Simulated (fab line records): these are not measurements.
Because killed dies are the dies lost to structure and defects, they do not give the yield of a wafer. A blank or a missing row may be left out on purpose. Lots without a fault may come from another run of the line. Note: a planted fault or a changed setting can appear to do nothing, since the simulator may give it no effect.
A struck lot beside a sound one    flow sky130    15 out of 708 route steps
Sound: these wafers, L336.2, L336.4, L336.6. Struck: wafer L353.3. (L353.4, L353.5 of the same lot were not struck and are left out.) The cause comes at the end.
For every step that has rows: the tool of each side, followed by ch and its chambers, followed by its first start. Under that, the readings that differ: sound wafers    struck wafers    difference of the means    sigmas: that difference in standard deviations of wafers without a fault.
alike: words and numbers the same on both sides, and readings whose means are apart by under 2 such deviations; not compared: readings that were withheld, readings missing a value for some wafer, numbers with overlapping values and no deviation given by the record, and bounds like >300 which may hide the same value.
Wherever a step has rows on one side only, a row that says differs or no value, or a row with sigmas, the two part there. Numbers that have no deviation but don't overlap get no sigmas and don't part them. Lack of a reading on every wafer of one side parts them only where that side has two or more wafers.

first, 3 steps without rows for these wafers: SKY_VIA2_EXPOSE_09 (exposes mask VIM2, target cd 200 nm); SKY_VIA2_PEB_10; SKY_VIA2_DEVELOP_11 (develop time 60 s).
SKY_VIA2_CD_MEAS_12: the cd target is 200 nm.
  sound on cd-sem-01, day 36 23:16; struck on cd-sem-01, day 41 11:22
  alike: cd-nm
SKY_VIA2_OVL_MEAS_13:
  sound on overlay-01, day 36 23:22; struck on overlay-02, day 41 11:28
  alike: VIA2_OVL
SKY_VIA2_ETCH_14: etches BARC in N2/H2, stops on SiO2, time 45.9 s, target depth 60 nm.
  sound on rie-diel-03 ch 2,3, day 36 23:23; struck on rie-diel-04 ch 1, day 41 11:29
reading                sound              struck  difference  sigmas
oes-product-au (a.u.)  0.853 0.852 0.850  0.863   +0.011      +2
  alike: drypump-motor-current-A, throttle-valve-pct
  not compared: rf-hours-counter-h
SKY_VIA2_ETCH_15: etches SiO2 in C4F8/O2/Ar, stops on TiN, target depth 546 nm, time 84 s.
  sound on rie-diel-03 ch 2,3, day 36 23:26; struck on rie-diel-04 ch 1, day 41 11:31
  alike: oes-product-au
  not compared: rf-hours-counter-h
SKY_VIA2_STRIP_16: strips in O2/N2.
  sound on plasma-asher-04 ch 0,1, day 36 23:30; struck on plasma-asher-01 ch 1, day 41 11:37
  alike: drypump-motor-current-A, oes-product-au, strip-time-to-endpoint-s
  not compared: rf-hours-counter-h
then, 3 steps without rows for these wafers: SKY_VIA2_STRIP_17 (strips in post etch residue remover, time 1200 s); SKY_VIA2_CLEAN_18 (cleans in IPA, time 180 s); SKY_VIA2_CLEAN_19 (cleans in O3/DIW).
SKY_VIA2_SPUTTER_20: material TiN, target thk 20 nm, time 80 s.
  sound on pvd-sputter-04, day 37 00:05; struck on pvd-sputter-03, day 41 12:11
  alike: chamber-pressure-pa, throttle-valve-pct
SKY_VIA2_CVD_21: deposits W, target thk 420 nm, time 126.4 s.
  sound on cvd-w-01 ch 0,1, day 37 00:09; struck on cvd-w-02 ch 1, day 41 12:17
reading                             sound              struck  difference  sigmas
chamber-pressure-Torr (Torr)        39.90 40.15 40.09  38.61   -1.44       -16
model.W_of_VIA2_CVD_21.thk-nm (nm)  426.7 419 418.6    407.8   -13.6       
  alike: heater-power-w
SKY_VIA2_RS_MEAS_22: measurement is done with a four-point probe.
  sound on film-metro-01, day 37 00:18; struck on film-metro-02, day 41 12:25
reading             sound              struck  difference  sigmas
VIA2_W_RS (ohm/sq)  0.269 0.274 0.274  0.281   +0.009      +3
SKY_PAD_OPEN_PROBE_99:
  sound wafers here have rows in the record (prober-01, day 46 10:03); struck ones have none

WHERE THEY PART
First at SKY_VIA2_ETCH_14; last, within this record, at SKY_PAD_OPEN_PROBE_99.

WHY: what the simulator had put in
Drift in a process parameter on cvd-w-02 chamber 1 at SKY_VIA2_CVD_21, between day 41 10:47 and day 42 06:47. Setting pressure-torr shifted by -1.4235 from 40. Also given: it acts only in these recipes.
